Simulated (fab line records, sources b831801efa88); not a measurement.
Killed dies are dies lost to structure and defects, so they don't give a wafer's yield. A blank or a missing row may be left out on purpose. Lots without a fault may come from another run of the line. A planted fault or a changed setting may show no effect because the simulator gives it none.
A struck lot beside a sound one | flow sky130 | 20 steps out of a route of 708
Sound: wafers L287.2, L287.3, L287.6. Struck: wafer L291.5. (L291.4 of the same lot was not struck and is left out.) The cause comes at the end.
At each step with rows: each side's tool, then ch and its chambers, then its first start. Under that, the readings that differ: sound wafers | struck wafers | difference of the means | sigmas: that difference in standard deviations of wafers without a fault.
alike: readings whose means differ by less than 2 such deviations, and words and numbers that are the same on both sides. not compared: withheld readings, readings that some wafer has no value for, bounds like >300 that may hide the same value, and numbers for which the record gives no deviation and whose values overlap.
The two part at a step that has a row with sigmas, a row that says differs or no value, or rows on one side only. Numbers that don't overlap but have no deviation are shown without sigmas and don't part them. A reading that every wafer of one side lacks parts them only if that side has two wafers or more.

first, 4 steps without rows for these wafers: SKY_METAL1_STRIP_21 (strips in post etch residue remover, time 1200 s); SKY_METAL1_CLEAN_22 (cleans in IPA, time 180 s); SKY_METAL1_CLEAN_23 (cleans in O3/DIW); SKY_VIA1_HDPCVD_00 (deposits SiO2, target thk 1030 nm, time 171.7 s).
SKY_VIA1_THK_MEAS_01:
  sound on film_metro-03, day 36 21:34; struck on film_metro-04, day 37 22:03
  alike: VIA1_HDPCVD_THK
SKY_VIA1_CMP_02: polishes SiO2.
  sound on cmp-01 ch 1,3, day 36 21:40; struck on cmp-02 ch 2, day 37 22:11
  alike: head_pressure_psi, motor_current_A, slurry_filter_dp_kPa
SKY_VIA1_BOW_MEAS_03:
  sound on film_metro-04, day 36 21:56; struck on film_metro-01, day 37 22:26
  alike: VIA1_BOW
then, 5 steps without rows for these wafers: SKY_VIA1_DEHYDRATE_04 (time 60 s); SKY_VIA1_HMDS_05 (prime time 60 s); SKY_VIA1_COAT_06 (resist thk 60 nm); SKY_VIA1_COAT_07 (resist thk 450 nm); SKY_VIA1_SOFTBAKE_08 (time 90 s).
SKY_VIA1_EXPOSE_09: exposes mask VIM, target cd 150 nm.
  sound on krf_scanner-01 ch 0, day 37 10:46; struck on krf_scanner-01 ch 0, day 38 11:09
  alike: mask, reticle_temp_C, stage_vel_mm_s
then, 2 steps without rows for these wafers: SKY_VIA1_PEB_10; SKY_VIA1_DEVELOP_11 (develop time 60 s).
SKY_VIA1_CD_MEAS_12: target cd 150 nm.
  sound on cd_sem-02, day 37 23:13; struck on cd_sem-01, day 38 23:53
  reading    | sound             | struck | difference | sigmas
  cd_nm (nm) | 151.9 151.6 151.9 | 35.8   | -116.0     | -77
SKY_VIA1_OVL_MEAS_13:
  sound on overlay-01, day 37 23:19; struck on overlay-01, day 38 23:58
  alike: VIA1_OVL
SKY_VIA1_ETCH_14: etches BARC in N2/H2, stops on SiO2, time 45.9 s, target depth 60 nm.
  sound on rie_diel-04 ch 0,1, day 37 23:21; struck on rie_diel-02 ch 1, day 39 00:01
  reading               | sound           | struck | difference | sigmas
  model.VIA1.cd_nm (nm) | 152 150.9 151.7 | 36.13  | -115.40    |
  alike: drypump_motor_current_A, h2_flow_sccm, oes_product_au, rf_fwd_power_W, throttle_valve_pct
  not compared: rf_hours_counter_h
SKY_VIA1_ETCH_15: etches SiO2 in C4F8/O2/Ar, stops on TiN, target depth 351 nm, time 54 s.
  sound on rie_diel-04 ch 0,1, day 37 23:24; struck on rie_diel-02 ch 1, day 39 00:04
  alike: oes_product_au, rf_fwd_power_W
  not compared: rf_hours_counter_h
-- the record jumps here: 11 days lie between the struck wafers' starts before and after (it left off in module VIA1 and takes up again in module PAD_OPEN, whose first step shown is number 708 of the route) --
SKY_PAD_OPEN_PROBE_99:
  the record has rows for the struck wafers here (prober-01, day 49 17:31) and none for the sound ones

WHERE THEY PART
First at SKY_VIA1_CD_MEAS_12; last, within this record, at SKY_PAD_OPEN_PROBE_99.

WHY: what the simulator had put in
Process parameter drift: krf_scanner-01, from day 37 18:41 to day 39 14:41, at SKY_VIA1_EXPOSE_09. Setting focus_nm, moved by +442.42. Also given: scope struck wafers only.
